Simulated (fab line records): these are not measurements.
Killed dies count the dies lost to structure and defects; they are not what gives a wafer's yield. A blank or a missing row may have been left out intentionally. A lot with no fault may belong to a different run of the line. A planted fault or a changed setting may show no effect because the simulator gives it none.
Commonality check across tools || flow sky130 || 12 lots and 36 wafers in the sample

== THE REASON FOR OPENING IT ==
Of 12 lots, 2 have the reading SD_N_RS flagged at SKY_SD_N_RS_MEAS_16. Fault-free wafers read 68.57 ohm/sq, with a standard deviation of 0.12.
Rule: a lot is flagged when every wafer of it that has a number lies more than 4 standard deviations from that mean, or none has a number. The rest of the lots are taken to be sound.

{"lot": "L850", "measured": "day 28 16:54", "on": "filmMetro-01", "SD_N_RS (ohm/sq), wafer by wafer": "68.57 68.72 68.70", "flag": ""}
{"lot": "L851", "measured": "day 29 15:11", "on": "filmMetro-01", "SD_N_RS (ohm/sq), wafer by wafer": "68.68 68.61 68.50", "flag": ""}
{"lot": "L853", "measured": "day 29 17:01", "on": "filmMetro-03", "SD_N_RS (ohm/sq), wafer by wafer": "68.69 68.59 68.76", "flag": ""}
{"lot": "L856", "measured": "day 30 09:09", "on": "filmMetro-03", "SD_N_RS (ohm/sq), wafer by wafer": "68.69 68.55 68.62", "flag": ""}
{"lot": "L854", "measured": "day 30 09:53", "on": "filmMetro-02", "SD_N_RS (ohm/sq), wafer by wafer": "68.60 68.57 68.64", "flag": ""}
{"lot": "L860", "measured": "day 31 19:42", "on": "filmMetro-03", "SD_N_RS (ohm/sq), wafer by wafer": "70.70 70.77 70.59", "flag": "FLAGGED"}
{"lot": "L862", "measured": "day 32 05:08", "on": "filmMetro-02", "SD_N_RS (ohm/sq), wafer by wafer": "70.71 70.46 70.59", "flag": "FLAGGED"}
{"lot": "L863", "measured": "day 32 21:49", "on": "filmMetro-02", "SD_N_RS (ohm/sq), wafer by wafer": "68.60 68.68 68.41", "flag": ""}
{"lot": "L867", "measured": "day 33 18:49", "on": "filmMetro-02", "SD_N_RS (ohm/sq), wafer by wafer": "68.66 68.59 68.61", "flag": ""}
{"lot": "L869", "measured": "day 34 10:38", "on": "filmMetro-02", "SD_N_RS (ohm/sq), wafer by wafer": "68.58 68.36 68.58", "flag": ""}
{"lot": "L872", "measured": "day 34 20:49", "on": "filmMetro-02", "SD_N_RS (ohm/sq), wafer by wafer": "68.29 68.37 68.30", "flag": ""}
{"lot": "L873", "measured": "day 35 04:13", "on": "filmMetro-03", "SD_N_RS (ohm/sq), wafer by wafer": "68.53 68.54 68.48", "flag": ""}
The numbers of the flagged lots are 70.64 ohm/sq on average: +2.07 ohm/sq against the usual, or +17 standard deviations.

== EACH LOT AND THE TOOL IT RAN ON ==
The record keeps 1 process step preceding the reading, out of 708 steps on the route. In each cell: the tool, then ch and the chambers that the sampled wafers went through, then the start.
{"lot": "L850", "flag": "", "SKY_SD_N_RTA_14": "rtpAnneal-02 ch 0, day 28 16:44"}
{"lot": "L851", "flag": "", "SKY_SD_N_RTA_14": "rtpAnneal-01 ch 0, day 29 14:59"}
{"lot": "L853", "flag": "", "SKY_SD_N_RTA_14": "rtpAnneal-02 ch 0, day 29 16:50"}
{"lot": "L856", "flag": "", "SKY_SD_N_RTA_14": "rtpAnneal-01 ch 0, day 30 08:58"}
{"lot": "L854", "flag": "", "SKY_SD_N_RTA_14": "rtpAnneal-02 ch 0, day 30 09:41"}
{"lot": "L860", "flag": "FLAGGED", "SKY_SD_N_RTA_14": "rtpAnneal-02 ch 0, day 31 19:32"}
{"lot": "L862", "flag": "FLAGGED", "SKY_SD_N_RTA_14": "rtpAnneal-02 ch 0, day 32 04:57"}
{"lot": "L863", "flag": "", "SKY_SD_N_RTA_14": "rtpAnneal-01 ch 0, day 32 21:36"}
{"lot": "L867", "flag": "", "SKY_SD_N_RTA_14": "rtpAnneal-01 ch 0, day 33 18:38"}
{"lot": "L869", "flag": "", "SKY_SD_N_RTA_14": "rtpAnneal-01 ch 0, day 34 10:27"}
{"lot": "L872", "flag": "", "SKY_SD_N_RTA_14": "rtpAnneal-01 ch 0, day 34 20:37"}
{"lot": "L873", "flag": "", "SKY_SD_N_RTA_14": "rtpAnneal-01 ch 0, day 35 04:02"}
What is done by these steps:
- SKY_SD_N_RTA_14: time 2 s.
- SKY_SD_N_RS_MEAS_16: measures by four-point-probe.

== FLAGGED OVER TOTAL, TOOL BY TOOL (the gauges that took the reading come last) ==
{"step": "SKY_SD_N_RTA_14", "tool": "rtpAnneal-01", "lots run": 7, "flagged": 0, "share of the flagged lots": "none", "sound lots run after its first flagged lot": "-"}
{"step": "SKY_SD_N_RTA_14", "tool": "rtpAnneal-02", "lots run": 5, "flagged": 2, "share of the flagged lots": "all", "sound lots run after its first flagged lot": 0}
{"step": "SKY_SD_N_RS_MEAS_16", "tool": "filmMetro-01", "lots run": 2, "flagged": 0, "share of the flagged lots": "none", "sound lots run after its first flagged lot": "-"}
{"step": "SKY_SD_N_RS_MEAS_16", "tool": "filmMetro-02", "lots run": 6, "flagged": 1, "share of the flagged lots": "some", "sound lots run after its first flagged lot": "4 (L863,L867,L869,L872)"}
{"step": "SKY_SD_N_RS_MEAS_16", "tool": "filmMetro-03", "lots run": 4, "flagged": 1, "share of the flagged lots": "some", "sound lots run after its first flagged lot": "1 (L873)"}

== WHAT THE TABLE PERMITS ==
All flagged lots share 1 row of the table, namely rtpAnneal-02 at SKY_SD_N_RTA_14.
- rtpAnneal-02 at SKY_SD_N_RTA_14 ran 5 lots, 2 of them flagged. It ran its last sound lot, L854, at day 30 09:41 and its first flagged lot, L860, at day 31 19:32: a fault with its onset between the two fits. Its own readings lie more than 4 standard deviations out on every wafer of the flagged lots: lampPowerPct.
rtpAnneal-02 at SKY_SD_N_RTA_14 is the single tool remaining.

== WHAT HAD BEEN PUT IN BY THE SIMULATOR ==
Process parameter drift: rtpAnneal-02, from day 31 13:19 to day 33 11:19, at SKY_SD_N_RTA_14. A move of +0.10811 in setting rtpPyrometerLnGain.
Shown lots that were struck: L860, L862. The rule above found the same.
